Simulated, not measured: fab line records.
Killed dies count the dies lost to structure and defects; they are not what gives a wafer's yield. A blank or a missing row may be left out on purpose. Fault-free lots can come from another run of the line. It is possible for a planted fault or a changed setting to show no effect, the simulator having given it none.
fab line records -- flow gf180mcu -- part 2 of 2: steps 25 to 33 of 33
[record] lots = 5, wafers = 15, lastDay = 31
route steps=602 shown MIM@512 M5@526 V5@540
lots with no fault: from the same line, run without faults
startH: hours from the record's opening day to when the first of the lot's shown wafers began -- waitH: how many hours have passed since the lot's step before this one -- " as in the row above -- L1.1+2: several wafers, shown together as one row -- - no value, or no start given -- * or withheld: withheld -- < > ~ a bound
route shown NAME@n: names a module that has steps shown in the file, with the first one's number in the route -- usual: mean/standard deviation of fault-free wafers -- same: alike in all rows -- chamber/n: place in a boat -- sites: per-site readings -- _std_site: standard deviation across them -- _edge_site: mean of outer sites minus mean of inner sites -- radiusMm: how far each site lies from the wafer's centre -- mask NAME#n: copy n -- behind: the tool/chamber that last shaped the wafer -- hold: what put the lot on hold/how long, in hours/how the hold closed -- device: which transistor (n, p or np) failed to switch -- end of line: tests run on the same wafers once the route is complete -- a step with no rows: only its recipe -- killed: count of dies lost to structure and defects at first sort (not the wafer's yield) -- map: dies across one wafer; x = killed, . = not, _ = none there
set.NAME: the setting as run; set.NAME@STEP: as run at that earlier step -- model.NAME: the simulator's own value behind a step, which no gauge read
certain route steps with their lots: each step a table, each wafer a row
services: a tool's chamber out of use, with start hour (startH, from the record's first day; less than 0 if before it), hours out, and reason
[[steps]]
[step GF_M5_METAL_ETCH_10]
[recipe] chemistry = Cl2/BCl3, maskMaterial = KrF, targetDepthNm = 750.8, stopOn = SiO2, pressureMtorr = 8, icpW = 800, biasW = 140, Cl2_flow_sccm = 80, bcl3FlowSccm = 40, timeS = 125.1
[usual] biasW = 140.1/0.37, drypumpMotorCurrentA = 5.8/0.74, oesProductAu = 0.990/0.006, throttleValvePct = 28.230/0.011
lot.wafer,tool,chamber,startH,waitH,biasW,drypumpMotorCurrentA,oesProductAu,rfHoursCounterH,throttleValvePct
L075.2,rieMetal-04,0,614.29,0.1,139.8,6.8,0.992,-,28.223
L075.4,rieMetal-04,0,614.29,0.1,139.5,6.8,0.996,-,28.224
L075.5,rieMetal-04,0,614.29,0.1,139.7,6.8,0.995,-,28.231
L076.1,rieMetal-02,1,624.50,0.0,139.8,5.1,0.991,7,28.236
L076.4,rieMetal-02,1,624.50,0.0,139.3,5.1,0.986,-,28.238
L076.5,rieMetal-02,1,624.50,0.0,139.5,5.1,0.980,-,28.235
L079.4,rieMetal-02,1,649.99,0.1,139.9,5.2,0.979,-,28.247
L079.5,rieMetal-02,0,649.99,0.1,139.8,6.0,0.989,-,28.243
L079.6,rieMetal-02,1,649.99,0.1,140.2,5.1,0.985,-,28.231
L081.2,rieMetal-04,0,666.30,0.0,139.6,6.7,0.998,11,28.227
L081.3,rieMetal-04,0,666.30,0.0,140.1,6.7,1.002,-,28.221
L081.6,rieMetal-04,1,666.30,0.0,140.5,4.9,0.985,-,28.210
L082.2,rieMetal-04,0,673.49,0.0,140.0,6.8,0.994,11,28.223
L082.3,rieMetal-04,0,673.49,0.0,140.1,6.8,0.993,-,28.221
L082.6,rieMetal-04,0,673.49,0.0,140.5,6.8,0.998,-,28.227
[step GF_M5_STRIP_11]
[recipe] chemistry = O2/N2, powerW = 1400, pressureMtorr = 1500, platenTempC = 250, o2FlowSccm = 3000, n2FlowSccm = 300, overashFraction = 0.5
[usual] drypumpMotorCurrentA = 5.9/0.41, heaterPowerW = 324/32, oesProductAu = 0.524/0.0047, stripTimeToEndpointS = 7.06/0.051
lot.wafer,tool,chamber,startH,waitH,drypumpMotorCurrentA,heaterPowerW,oesProductAu,rfHoursCounterH,stripTimeToEndpointS
L075.2,plasmaAsher-01,0,614.51,0.2,5.2,329,0.526,90,7.04
L075.4,plasmaAsher-01,0,614.51,0.2,5.2,324,0.527,-,7.04
L075.5,plasmaAsher-01,1,614.51,0.2,6.0,340,0.517,-,7.06
L076.1,plasmaAsher-04,0,624.76,0.2,6.4,284,0.519,50,7.12
L076.4,plasmaAsher-04,0,624.76,0.2,6.4,279,0.528,-,7.09
L076.5,plasmaAsher-04,0,624.76,0.2,6.5,280,0.531,-,7.12
L079.4,plasmaAsher-04,1,650.11,0.1,5.7,336,0.526,-,7.11
L079.5,plasmaAsher-04,1,650.11,0.1,5.8,337,0.521,-,7.06
L079.6,plasmaAsher-04,0,650.11,0.1,6.3,280,0.524,-,7.08
L081.2,plasmaAsher-04,1,666.43,0.1,5.8,334,0.515,55,6.96
L081.3,plasmaAsher-04,1,666.43,0.1,5.8,339,0.511,-,6.91
L081.6,plasmaAsher-04,0,666.43,0.1,6.4,279,0.526,-,6.98
L082.2,plasmaAsher-04,0,673.62,0.1,6.4,282,0.521,56,7.01
L082.3,plasmaAsher-04,1,673.62,0.1,5.8,328,0.512,-,6.98
L082.6,plasmaAsher-04,0,673.62,0.1,6.4,294,0.527,-,7.00
[step GF_M5_STRIP_12]
[recipe] chemistry = postEtchResidueRemover, timeS = 1200, tempC = 72.5
lot.wafer,tool,chamber,startH,waitH
L075.2+4+5,wetBench-03,3,614.61,0.1
L076.1+4+5,wetBench-04,1,624.86,0.1
L079.4+5+6,wetBench-02,2,650.17,0.0
L081.2+3+6,wetBench-03,3,666.53,0.1
L082.2+3+6,wetBench-03,1,673.72,0.1
[step GF_M5_CLEAN_13]
[recipe] chemistry = DIW, dry = n2Spin
lot.wafer,tool,chamber,startH,waitH
L075.2+4+5,wetBench-04,0,614.98,0.0
L076.1+4+5,wetBench-02,2,625.20,0.0
L079.4+5+6,wetBench-04,3,650.51,0.0
L081.2+3+6,wetBench-04,2,666.87,0.0
L082.2+3+6,wetBench-04,3,674.06,0.0
[step GF_V5_CVD_00]
[recipe] material = SiO2, targetThkNm = 300, sigmaOpenFrac = 0.3, tempC = 400, timeS = 50, sih4FlowSccm = 60, pressureMtorr = 6
lot.wafer,tool,chamber,startH,waitH
L075.2+4+5,hdpcvd-01,"0,2,0",615.07,0.0
L076.1+4+5,hdpcvd-01,"1,0,1",625.29,0.0
L079.4+5+6,hdpcvd-01,"0,1,2",650.63,0.0
L081.2+3+6,hdpcvd-01,"1,2,1",666.96,0.0
L082.2+3+6,hdpcvd-02,"1,0,0",674.16,0.0
[step GF_V5_THK_MEAS_01]
[recipe] reads = SiO2_of_V5_CVD_00
[usual] V5_CVD_00_THK = 299/3.5
lot.wafer,tool,chamber,startH,waitH,V5_CVD_00_THK[nm]
L075.2,filmMetro-04,-,615.12,0.0,298
L075.4,filmMetro-04,-,615.12,0.0,300
L075.5,filmMetro-04,-,615.12,0.0,299
L076.1,filmMetro-04,-,625.33,0.0,295
L076.4,filmMetro-04,-,625.33,0.0,294
L076.5,filmMetro-04,-,625.33,0.0,297
L079.4,filmMetro-02,-,650.68,0.0,297
L079.5,filmMetro-02,-,650.68,0.0,295
L079.6,filmMetro-02,-,650.68,0.0,302
L081.2,filmMetro-04,-,667.01,0.0,301
L081.3,filmMetro-04,-,667.01,0.0,302
L081.6,filmMetro-04,-,667.01,0.0,301
L082.2,filmMetro-02,-,674.24,0.1,302
L082.3,filmMetro-02,-,674.24,0.1,296
L082.6,filmMetro-02,-,674.24,0.1,299
[step GF_V5_CVD_02]
[recipe] material = SiO2, targetThkNm = 1450, precursor = TEOS, tempC = 400, timeS = 163.28, rfW = 600
[usual] heaterPowerW = 631/78
lot.wafer,tool,chamber,startH,waitH,heaterPowerW,sinceWetCleanH
L075.2,pecvd-01,0,615.17,0.0,672,441
L075.4,pecvd-01,2,615.17,0.0,617,-
L075.5,pecvd-01,0,615.17,0.0,785,-
L076.1,pecvd-01,0,625.39,0.1,785,451
L076.4,pecvd-01,2,625.39,0.1,591,-
L076.5,pecvd-01,0,625.39,0.1,746,-
L079.4,pecvd-01,2,650.76,0.1,582,-
L079.5,pecvd-01,0,650.76,0.1,622,-
L079.6,pecvd-01,1,650.76,0.1,618,-
L081.2,pecvd-01,0,667.06,0.0,694,492
L081.3,pecvd-01,1,667.06,0.0,621,492
L081.6,pecvd-01,2,667.06,0.0,481,-
L082.2,pecvd-03,1,674.29,0.0,642,291
L082.3,pecvd-03,2,674.29,0.0,696,-
L082.6,pecvd-03,2,674.29,0.0,554,-
[step GF_V5_THK_MEAS_03]
[recipe] reads = SiO2_of_V5_CVD_02
[usual] V5_CVD_02_THK = 1459/21
lot.wafer,tool,chamber,startH,waitH,V5_CVD_02_THK[nm]
L075.2,filmMetro-02,-,615.29,0.1,1437
L075.4,filmMetro-02,-,615.29,0.1,1463
L075.5,filmMetro-02,-,615.29,0.1,1458
L076.1,filmMetro-02,-,625.55,0.1,1429
L076.4,filmMetro-02,-,625.55,0.1,1443
L076.5,filmMetro-02,-,625.55,0.1,1456
L079.4,filmMetro-03,-,650.85,0.0,1468
L079.5,filmMetro-03,-,650.85,0.0,1470
L079.6,filmMetro-03,-,650.85,0.0,1450
L081.2,filmMetro-03,-,667.18,0.1,1449
L081.3,filmMetro-03,-,667.18,0.1,1416
L081.6,filmMetro-03,-,667.18,0.1,1461
L082.2,filmMetro-03,-,674.46,0.1,1464
L082.3,filmMetro-03,-,674.46,0.1,1497
L082.6,filmMetro-03,-,674.46,0.1,1501
[step GF_V5_CMP_04]
[recipe] material = SiO2, downForcePsi = 4, platenRpm = 60, padVelocityMS = 0.94248
[usual] motorCurrentA = 12.2/1.1
lot.wafer,tool,chamber,startH,waitH,motorCurrentA
L075.4,cmp-01,2,615.34,0.0,12.3
L075.2,cmp-01,0,615.34,0.0,11.3
L075.5,cmp-01,3,615.34,0.0,13.8
L076.1,cmp-02,2,625.61,0.1,12.1
L076.4,cmp-02,3,625.61,0.1,13.5
L076.5,cmp-02,3,625.61,0.1,13.3
L079.4,cmp-01,1,650.88,0.0,10.6
L079.6,cmp-01,1,650.88,0.0,11.1
L079.5,cmp-01,2,650.88,0.0,13.3
L081.3,cmp-02,1,667.23,0.0,10.5
L081.2,cmp-02,0,667.23,0.0,11.7
L081.6,cmp-02,1,667.23,0.0,11.4
L082.2,cmp-01,2,674.61,0.1,12.8
L082.3,cmp-01,3,674.61,0.1,13.3
L082.6,cmp-01,1,674.61,0.1,11.1
[[services]]
tool,chamber,startH,hours,kind
ilineStepper-02,-,554.86,1.7,pm
rieMetal-02,-,556.85,2.8,pm
rieDiel-04,0,560.10,16.7,repair
rieMetal-03,-,561.64,2.2,repair
krfScanner-02,-,561.90,10.3,repair
hdpcvd-01,-,567.65,0.4,repair
pecvd-01,0,571.40,4.8,repair
rieDiel-04,1,571.58,5.9,repair
cmp-01,-,572.00,4.0,pm
krfScanner-02,-,583.59,0.1,repair
ilineStepper-01,-,592.98,1.7,pm
krfScanner-01,-,597.85,1.0,pm
ilineStepper-02,-,601.50,1.1,repair
rieDiel-04,-,602.83,2.0,repair
rieMetal-04,1,611.63,5.6,repair
krfScanner-01,-,612.29,3.5,repair
hdpcvd-01,-,619.58,2.8,pm
rieMetal-02,0,622.10,4.6,repair
pecvd-01,1,622.18,6.1,repair
rieDiel-04,0,631.39,9.5,repair
krfScanner-01,-,633.72,1.3,pm
rieDiel-04,-,652.69,2.8,pm
rieMetal-04,0,660.24,3.9,repair
rieDiel-04,0,673.90,2.5,repair
